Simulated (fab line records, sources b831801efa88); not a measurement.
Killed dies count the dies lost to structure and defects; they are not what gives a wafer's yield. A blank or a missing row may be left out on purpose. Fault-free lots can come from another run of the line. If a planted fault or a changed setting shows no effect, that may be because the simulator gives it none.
Struck lot and sound lot, side by side    flow sky130    15 steps out of a route of 708
Sound: these wafers, L313.4, L313.5, L313.6. The struck wafers were L323.2, L323.3, L323.5. The cause is named last.
Order at every step that has rows: each side's tool, ch and its chambers, its first start. Under that, the readings that differ: sound wafers    struck wafers    difference of the means    sigmas: that difference in standard deviations of wafers without a fault.
alike: words and numbers the same on both sides, and readings whose means are apart by under 2 such deviations; not compared: readings that were withheld, readings missing a value for some wafer, numbers with overlapping values and no deviation given by the record, and bounds like >300 which may hide the same value.
A row with sigmas, a row that says differs or no value, or rows on one side alone: a step with any of these is where the two part. Non-overlapping numbers with no deviation appear without sigmas and do not part them. A reading that every wafer of one side lacks parts them only if that side has two wafers or more.

SKY_VIA1_CD_MEAS_12: the cd target is 150 nm.
  sound: cdSem-01 at day 33 21:49; struck: cdSem-02 at day 37 13:23
reading    sound              struck             difference  sigmas
cdNm (nm)  152.4 152.6 151.8  148.6 148.2 146.7  -4.4        -3
SKY_VIA1_OVL_MEAS_13:
  sound: overlay-01 at day 33 21:53; struck: overlay-01 at day 37 13:29
  alike: VIA1_OVL
SKY_VIA1_ETCH_14: etches BARC in N2/H2, stops on SiO2, time 45.9 s, target depth 60 nm.
  sound on rieDiel-04 ch 1,2, day 33 21:55; struck on rieDiel-04 ch 0,1, day 37 13:31
  alike: drypumpMotorCurrentA, n2FlowSccm, oesProductAu, throttleValvePct
  not compared: rfHoursCounterH
SKY_VIA1_ETCH_15: etches SiO2 in C4F8/O2/Ar, stops on TiN, target depth 351 nm, time 54 s.
  sound on rieDiel-04 ch 1,2, day 33 21:57; struck on rieDiel-04 ch 0,1, day 37 13:34
  alike: oesProductAu
  not compared: rfHoursCounterH
SKY_VIA1_STRIP_16: strips in O2/N2.
  sound on plasmaAsher-02 ch 0,1, day 33 22:02; struck on plasmaAsher-01 ch 0,1, day 37 13:36
  alike: drypumpMotorCurrentA, n2FlowSccm, oesProductAu, stripTimeToEndpointS
  not compared: rfHoursCounterH
then, 3 steps without rows for these wafers: SKY_VIA1_STRIP_17 (strips in post etch residue remover, time 1200 s); SKY_VIA1_CLEAN_18 (cleans in IPA, time 180 s); SKY_VIA1_CLEAN_19 (cleans in O3/DIW).
SKY_VIA1_SPUTTER_20: material TiN, target thk 20 nm, time 80 s.
  sound: pvdSputter-03 at day 33 22:38; struck: pvdSputter-02 at day 37 14:11
  alike: throttleValvePct
then, 1 step without rows for these wafers: SKY_VIA1_CVD_21 (deposits W, target thk 270 nm, time 80.902 s).
SKY_VIA1_RS_MEAS_22: measurement is done with a four-point probe.
  sound: filmMetro-03 at day 33 22:50; struck: filmMetro-01 at day 37 14:22
  alike: VIA1_W_RS
SKY_VIA1_THK_MEAS_23: measures by xrf.
  sound: filmMetro-03 at day 33 22:56; struck: filmMetro-01 at day 37 14:29
  alike: VIA1_W_THK
SKY_VIA1_CMP_24: polishes, stops on SiO2, t overpolish 15 s, target thk 0 nm.
  sound on cmp-01 ch 2,3, day 33 22:58; struck on cmp-01 ch 0,1,2, day 37 14:35
reading             sound                 struck                difference  sigmas
overpolishRunS (s)  14.995 15.018 15.017  12.376 12.405 12.381  -2.623      -99 or more
tOverpolishS (s)    15 15 15              12.379 12.379 12.379  -2.621      
  alike: motorCurrentA, retainingRingPressureFrac, timeToEndpointS
SKY_METAL2_SPUTTER_00: material Ti, target thk 15 nm, time 10 s.
  sound: pvdSputter-01 at day 33 23:16; struck: pvdSputter-04 at day 37 14:50
  alike: throttleValvePct
-- the record jumps here: 11 days lie between the struck wafers' starts before and after (it left off in module METAL2 and takes up again in module PAD_OPEN, whose first step shown is number 708 of the route) --
SKY_PAD_OPEN_PROBE_99:
  sound: prober-02 at day 45 18:41; struck: prober-02 at day 48 15:35
reading           sound     struck    difference  sigmas
killedAtContacts  14 18 22  31 25 30  +11         +2
  alike: defectLimitedYield, killed_at_M0_to_M3, killed_at_M4_up, killedAtFrontEnd, killedAtOther, killedDies, killedOpen, killedShort, sort_bin_3_pad_short, sort_bin_5_function, sort_bin_6_memory, sortNPass, sortYieldPct

WHERE THEY PART
At SKY_VIA1_CD_MEAS_12 first; at SKY_PAD_OPEN_PROBE_99 last (within this record only).

WHY: what the simulator had put in
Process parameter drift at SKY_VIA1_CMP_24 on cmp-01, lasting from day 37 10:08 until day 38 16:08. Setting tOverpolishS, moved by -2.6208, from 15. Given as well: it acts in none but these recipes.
